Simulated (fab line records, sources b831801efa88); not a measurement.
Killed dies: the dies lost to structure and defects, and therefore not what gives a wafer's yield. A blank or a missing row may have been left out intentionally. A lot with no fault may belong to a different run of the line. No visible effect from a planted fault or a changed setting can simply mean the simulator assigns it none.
Chamber matching :: flow sfq-line :: 4 sister chambers for SFQ_TRILAYER_I4_CMP_CMP_100 on cmp-02
The step polishes SiO2. 4 wafers are shown with their chamber, then 9 later ones without.

== WAFERS PAIRED WITH THEIR CHAMBERS ==
wafer: L777.5
chamber: 0
motor-current-A (A): 8.2

wafer: L782.1
chamber: 3
motor-current-A (A): 9.3

wafer: L782.3
chamber: 2
motor-current-A (A): 11.2

wafer: L782.6
chamber: 1
motor-current-A (A): 11.5

== WAFERS WITHOUT THEIR CHAMBER ==
wafer: L783.3
motor-current-A (A): 11.4

wafer: L783.5
motor-current-A (A): 8.8

wafer: L783.6
motor-current-A (A): 9.2

wafer: L785.4
motor-current-A (A): 9.1

wafer: L785.5
motor-current-A (A): 11.5

wafer: L785.6
motor-current-A (A): 9.7

wafer: L786.2
motor-current-A (A): 11.5

wafer: L786.5
motor-current-A (A): 9.4

wafer: L786.6
motor-current-A (A): 10.6

== WHICH CHAMBER EACH ONE RAN IN ==
wafer: L783.3
from the rows above: can't be placed: 1 or 2
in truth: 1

wafer: L783.5
from the rows above: can't be placed: 3 or 0
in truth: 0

wafer: L783.6
from the rows above: 3
in truth: 3

wafer: L785.4
from the rows above: 3
in truth: 3

wafer: L785.5
from the rows above: can't be placed: 1 or 2
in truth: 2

wafer: L785.6
from the rows above: 3
in truth: 3

wafer: L786.2
from the rows above: can't be placed: 1 or 2
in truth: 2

wafer: L786.5
from the rows above: 3
in truth: 3

wafer: L786.6
from the rows above: can't be placed: 2 or 1
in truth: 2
Placed correctly: 4 of 9. These rows do not allow placing 5 (true chamber among the candidates in 5). Placed wrongly: 0.
How it was worked out, from the rows above alone: a wafer's distance from a chamber is the root of the sum, over the readings, of the square of ((its reading less the chamber's mean) divided by the reading's scatter). The wafer belongs to the nearest chamber; if the next one is less than 2 further off, it can't be placed. For every chamber, the mean is computed from those of its wafers that are shown. The scatter (one wafer shown for each chamber): square how far every hidden wafer sits from the nearest shown wafer, average those squares and take the square root.
